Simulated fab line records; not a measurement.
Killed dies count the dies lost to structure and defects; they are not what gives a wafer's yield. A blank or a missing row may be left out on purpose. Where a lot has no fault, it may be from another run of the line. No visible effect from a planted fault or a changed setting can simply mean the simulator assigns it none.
Which tool did it? || flow sky130 || 33 wafers from 11 lots sampled at 4 of the route's 708 steps

## WHAT THE GAUGES SHOWED, per wafer
SKY_VT_ADJUST_NCORE_TW_MEAS_11. Usual: VT_ADJUST_NCORE_TW typically reads 218.2, with standard deviation 1.5.
{"lot": "L615", "measured": "day 8 11:17", "on": "film metro-01", "VT_ADJUST_NCORE_TW": "216.3 215.8 216.6", "flag": ""}
{"lot": "L616", "measured": "day 8 17:32", "on": "film metro-04", "VT_ADJUST_NCORE_TW": "219.7 218.8 219.0", "flag": ""}
{"lot": "L618", "measured": "day 9 09:56", "on": "film metro-03", "VT_ADJUST_NCORE_TW": "219.5 221.6 220.0", "flag": ""}
{"lot": "L620", "measured": "day 10 01:13", "on": "film metro-03", "VT_ADJUST_NCORE_TW": "220.9 222.5 220.8", "flag": ""}
{"lot": "L622", "measured": "day 10 15:28", "on": "film metro-01", "VT_ADJUST_NCORE_TW": "230.2 228.0 228.4", "flag": "OFF"}
{"lot": "L627", "measured": "day 12 00:22", "on": "film metro-01", "VT_ADJUST_NCORE_TW": "226.2 226.8 227.2", "flag": "OFF"}
{"lot": "L634", "measured": "day 14 12:53", "on": "film metro-01", "VT_ADJUST_NCORE_TW": "217.3 218.1 217.1", "flag": ""}
{"lot": "L635", "measured": "day 14 17:10", "on": "film metro-03", "VT_ADJUST_NCORE_TW": "219.7 219.2 220.4", "flag": ""}
{"lot": "L636", "measured": "day 14 21:50", "on": "film metro-04", "VT_ADJUST_NCORE_TW": "219.3 218.7 218.7", "flag": ""}
{"lot": "L637", "measured": "day 15 09:37", "on": "film metro-04", "VT_ADJUST_NCORE_TW": "218.7 218.8 217.5", "flag": ""}
{"lot": "L638", "measured": "day 15 06:05", "on": "film metro-01", "VT_ADJUST_NCORE_TW": "217.7 217.5 216.0", "flag": ""}

## WHICH TOOL RAN EACH LOT (tool, then ch and the chambers of the sampled wafers, then the start)
{"lot": "L615", "SKY_FIELD_ISO_ETCH_17": "rie si-02 ch 0,2, day 2 05:45", "SKY_FIELD_ISO_CMP_27": "cmp-01 ch 0,1,2, day 2 09:08", "SKY_VT_ADJUST_NCORE_IMPLANT_09": "implanter-02 ch 0, day 8 11:02"}
{"lot": "L616", "SKY_FIELD_ISO_ETCH_17": "rie si-02 ch 0,2, day 2 11:29", "SKY_FIELD_ISO_CMP_27": "cmp-01 ch 0,2,3, day 2 14:46", "SKY_VT_ADJUST_NCORE_IMPLANT_09": "implanter-01 ch 0, day 8 17:19"}
{"lot": "L618", "SKY_FIELD_ISO_ETCH_17": "rie si-01 ch 0,2, day 2 21:03", "SKY_FIELD_ISO_CMP_27": "cmp-02 ch 0,1, day 3 01:34", "SKY_VT_ADJUST_NCORE_IMPLANT_09": "implanter-02 ch 0, day 9 09:43"}
{"lot": "L620", "SKY_FIELD_ISO_ETCH_17": "rie si-01 ch 0,1,2, day 3 07:44", "SKY_FIELD_ISO_CMP_27": "cmp-02 ch 2,3, day 3 12:13", "SKY_VT_ADJUST_NCORE_IMPLANT_09": "implanter-01 ch 0, day 10 00:59"}
{"lot": "L622", "SKY_FIELD_ISO_ETCH_17": "rie si-02 ch 0,1, day 3 17:46", "SKY_FIELD_ISO_CMP_27": "cmp-01 ch 1,3, day 3 23:05", "SKY_VT_ADJUST_NCORE_IMPLANT_09": "implanter-01 ch 0, day 10 15:14"}
{"lot": "L627", "SKY_FIELD_ISO_ETCH_17": "rie si-02 ch 0,1,3, day 4 20:11", "SKY_FIELD_ISO_CMP_27": "cmp-01 ch 0,1,2, day 4 23:27", "SKY_VT_ADJUST_NCORE_IMPLANT_09": "implanter-01 ch 0, day 12 00:08"}
{"lot": "L634", "SKY_FIELD_ISO_ETCH_17": "rie si-02 ch 0,3, day 6 06:13", "SKY_FIELD_ISO_CMP_27": "cmp-02 ch 0,2,3, day 6 15:46", "SKY_VT_ADJUST_NCORE_IMPLANT_09": "implanter-01 ch 0, day 14 12:38"}
{"lot": "L635", "SKY_FIELD_ISO_ETCH_17": "rie si-02 ch 1,2, day 6 16:11", "SKY_FIELD_ISO_CMP_27": "cmp-02 ch 0,2,3, day 6 21:29", "SKY_VT_ADJUST_NCORE_IMPLANT_09": "implanter-01 ch 0, day 14 16:55"}
{"lot": "L636", "SKY_FIELD_ISO_ETCH_17": "rie si-01 ch 0,1,2, day 6 19:40", "SKY_FIELD_ISO_CMP_27": "cmp-02 ch 0,1,3, day 7 00:27", "SKY_VT_ADJUST_NCORE_IMPLANT_09": "implanter-03 ch 0, day 14 21:36"}
{"lot": "L637", "SKY_FIELD_ISO_ETCH_17": "rie si-02 ch 0,3, day 7 05:02", "SKY_FIELD_ISO_CMP_27": "cmp-01 ch 0,2,3, day 7 09:33", "SKY_VT_ADJUST_NCORE_IMPLANT_09": "implanter-01 ch 0, day 15 09:22"}
{"lot": "L638", "SKY_FIELD_ISO_ETCH_17": "rie si-01 ch 0,2, day 7 06:17", "SKY_FIELD_ISO_CMP_27": "cmp-01 ch 0,2, day 7 09:46", "SKY_VT_ADJUST_NCORE_IMPLANT_09": "implanter-03 ch 0, day 15 05:50"}
- SKY_FIELD_ISO_ETCH_17: etches Si in HBr/Cl2/O2, target depth 342 nm, time 97.7 s.
- SKY_FIELD_ISO_CMP_27: polishes, stops on Si3N4, t overpolish 16 s, target thk 457.8 nm.
- SKY_VT_ADJUST_NCORE_IMPLANT_09

## WHAT THE TOOLS THEMSELVES READ (means of the sampled wafers that have a number; where no wafer has one, the mark that the record gives instead)
SKY_FIELD_ISO_ETCH_17. Usual: O2_flow_sccm 6.003 sccm, standard deviation 0.018; drypump motor current A 5.6 A, standard deviation 0.45; oes product au 1.000 a.u., standard deviation 0.012; throttle valve pct 25.657 %, standard deviation 0.012.
{"lot": "L615", "tool": "rie si-02", "O2_flow_sccm (sccm)": 6.004, "drypump motor current A (A)": 5.7, "oes product au (a.u.)": 1.000, "throttle valve pct (%)": 25.650, "flag": ""}
{"lot": "L616", "tool": "rie si-02", "O2_flow_sccm (sccm)": 6.008, "drypump motor current A (A)": 5.3, "oes product au (a.u.)": 1.007, "throttle valve pct (%)": 25.640, "flag": ""}
{"lot": "L618", "tool": "rie si-01", "O2_flow_sccm (sccm)": 6.004, "drypump motor current A (A)": 5.5, "oes product au (a.u.)": 0.995, "throttle valve pct (%)": 25.659, "flag": ""}
{"lot": "L620", "tool": "rie si-01", "O2_flow_sccm (sccm)": 5.992, "drypump motor current A (A)": 5.8, "oes product au (a.u.)": 1.001, "throttle valve pct (%)": 25.658, "flag": ""}
{"lot": "L622", "tool": "rie si-02", "O2_flow_sccm (sccm)": 6.010, "drypump motor current A (A)": 5.1, "oes product au (a.u.)": 1.016, "throttle valve pct (%)": 25.643, "flag": ""}
{"lot": "L627", "tool": "rie si-02", "O2_flow_sccm (sccm)": 5.997, "drypump motor current A (A)": 5.5, "oes product au (a.u.)": 1.002, "throttle valve pct (%)": 25.652, "flag": ""}
{"lot": "L634", "tool": "rie si-02", "O2_flow_sccm (sccm)": 6.001, "drypump motor current A (A)": 5.2, "oes product au (a.u.)": 1.024, "throttle valve pct (%)": 25.640, "flag": ""}
{"lot": "L635", "tool": "rie si-02", "O2_flow_sccm (sccm)": 6.014, "drypump motor current A (A)": 5.9, "oes product au (a.u.)": 0.994, "throttle valve pct (%)": 25.661, "flag": ""}
{"lot": "L636", "tool": "rie si-01", "O2_flow_sccm (sccm)": 6.007, "drypump motor current A (A)": 5.8, "oes product au (a.u.)": 1.005, "throttle valve pct (%)": 25.664, "flag": ""}
{"lot": "L637", "tool": "rie si-02", "O2_flow_sccm (sccm)": 6.017, "drypump motor current A (A)": 5.2, "oes product au (a.u.)": 1.017, "throttle valve pct (%)": 25.650, "flag": ""}
{"lot": "L638", "tool": "rie si-01", "O2_flow_sccm (sccm)": 5.991, "drypump motor current A (A)": 5.5, "oes product au (a.u.)": 0.993, "throttle valve pct (%)": 25.662, "flag": ""}

SKY_FIELD_ISO_CMP_27. Usual: motor current A 12.0 A, standard deviation 1.1; overpolish run s 16.000 s, standard deviation 0.0088; slurry filter dp kPa 13.49 kPa, standard deviation 0.13; time to endpoint s 112 s, standard deviation 5.
{"lot": "L615", "tool": "cmp-01", "motor current A (A)": 11.3, "overpolish run s (s)": 16.010, "slurry filter dp kPa (kPa)": 13.57, "time to endpoint s (s)": 112, "flag": ""}
{"lot": "L616", "tool": "cmp-01", "motor current A (A)": 12.7, "overpolish run s (s)": 15.992, "slurry filter dp kPa (kPa)": 13.51, "time to endpoint s (s)": 112, "flag": ""}
{"lot": "L618", "tool": "cmp-02", "motor current A (A)": 12.4, "overpolish run s (s)": 16.007, "slurry filter dp kPa (kPa)": 13.50, "time to endpoint s (s)": 110, "flag": ""}
{"lot": "L620", "tool": "cmp-02", "motor current A (A)": 11.3, "overpolish run s (s)": 16.000, "slurry filter dp kPa (kPa)": 13.47, "time to endpoint s (s)": 120, "flag": ""}
{"lot": "L622", "tool": "cmp-01", "motor current A (A)": 12.7, "overpolish run s (s)": 16.000, "slurry filter dp kPa (kPa)": 13.52, "time to endpoint s (s)": 108, "flag": ""}
{"lot": "L627", "tool": "cmp-01", "motor current A (A)": 11.5, "overpolish run s (s)": 16.000, "slurry filter dp kPa (kPa)": 13.45, "time to endpoint s (s)": 114, "flag": ""}
{"lot": "L634", "tool": "cmp-02", "motor current A (A)": 11.7, "overpolish run s (s)": 16.000, "slurry filter dp kPa (kPa)": 13.40, "time to endpoint s (s)": 111, "flag": ""}
{"lot": "L635", "tool": "cmp-02", "motor current A (A)": 11.6, "overpolish run s (s)": 15.998, "slurry filter dp kPa (kPa)": 13.44, "time to endpoint s (s)": 113, "flag": ""}
{"lot": "L636", "tool": "cmp-02", "motor current A (A)": 12.4, "overpolish run s (s)": 16.000, "slurry filter dp kPa (kPa)": 13.57, "time to endpoint s (s)": 109, "flag": ""}
{"lot": "L637", "tool": "cmp-01", "motor current A (A)": 12.3, "overpolish run s (s)": 15.996, "slurry filter dp kPa (kPa)": 13.49, "time to endpoint s (s)": 111, "flag": ""}
{"lot": "L638", "tool": "cmp-01", "motor current A (A)": 12.0, "overpolish run s (s)": 16.000, "slurry filter dp kPa (kPa)": 13.39, "time to endpoint s (s)": 114, "flag": ""}

SKY_VT_ADJUST_NCORE_IMPLANT_09. Usual: beam energy keV 10.001, standard deviation 0.0029; beam on s 10.03 s, standard deviation 0.23; faraday current uA 13.5, standard deviation 0.32.
{"lot": "L615", "tool": "implanter-02", "beam energy keV": 9.999, "beam on s (s)": 9.70, "faraday current uA": 13.9, "flag": ""}
{"lot": "L616", "tool": "implanter-01", "beam energy keV": 10.001, "beam on s (s)": 10.15, "faraday current uA": 13.3, "flag": ""}
{"lot": "L618", "tool": "implanter-02", "beam energy keV": 10.001, "beam on s (s)": 9.90, "faraday current uA": 13.7, "flag": ""}
{"lot": "L620", "tool": "implanter-01", "beam energy keV": 9.998, "beam on s (s)": 10.08, "faraday current uA": 13.4, "flag": ""}
{"lot": "L622", "tool": "implanter-01", "beam energy keV": 10.000, "beam on s (s)": 11.74, "faraday current uA": 11.5, "flag": "OFF"}
{"lot": "L627", "tool": "implanter-01", "beam energy keV": 10.000, "beam on s (s)": 11.77, "faraday current uA": 11.5, "flag": "OFF"}
{"lot": "L634", "tool": "implanter-01", "beam energy keV": 10.003, "beam on s (s)": 10.12, "faraday current uA": 13.4, "flag": ""}
{"lot": "L635", "tool": "implanter-01", "beam energy keV": 10.003, "beam on s (s)": 10.15, "faraday current uA": 13.2, "flag": ""}
{"lot": "L636", "tool": "implanter-03", "beam energy keV": 9.999, "beam on s (s)": 10.17, "faraday current uA": 13.3, "flag": ""}
{"lot": "L637", "tool": "implanter-01", "beam energy keV": 10.003, "beam on s (s)": 10.11, "faraday current uA": 13.4, "flag": ""}
{"lot": "L638", "tool": "implanter-03", "beam energy keV": 9.998, "beam on s (s)": 9.95, "faraday current uA": 13.7, "flag": ""}

## THE ANSWER, worked out from the rows above alone
Rule: take the mean of a lot's wafers that have a number; if it is more than 3 standard deviations from the usual mean, the lot is off. Also off: a lot with no number at a reading for which 4 or more lots have one. Any other lot the step has rows for is counted as sound. First the gauges in route order, then the tools' own readings, where a lot's mean is used as printed above. At the first step where some lot is off, the reading lying furthest off is the one used; lots without a number count as furthest.
Off: L622, L627, at SKY_VT_ADJUST_NCORE_TW_MEAS_11 (VT_ADJUST_NCORE_TW).
A tool fits if, at a process step before that reading, it ran every lot that is off, and no sound lot after the first of them. The gauges at SKY_VT_ADJUST_NCORE_TW_MEAS_11 aren't tried: what is off there is off at SKY_VT_ADJUST_NCORE_IMPLANT_09 too, on other tools, and a gauge's error can't cause that. None of those tried fits.

## WHAT THE SIMULATOR HAD PUT IN
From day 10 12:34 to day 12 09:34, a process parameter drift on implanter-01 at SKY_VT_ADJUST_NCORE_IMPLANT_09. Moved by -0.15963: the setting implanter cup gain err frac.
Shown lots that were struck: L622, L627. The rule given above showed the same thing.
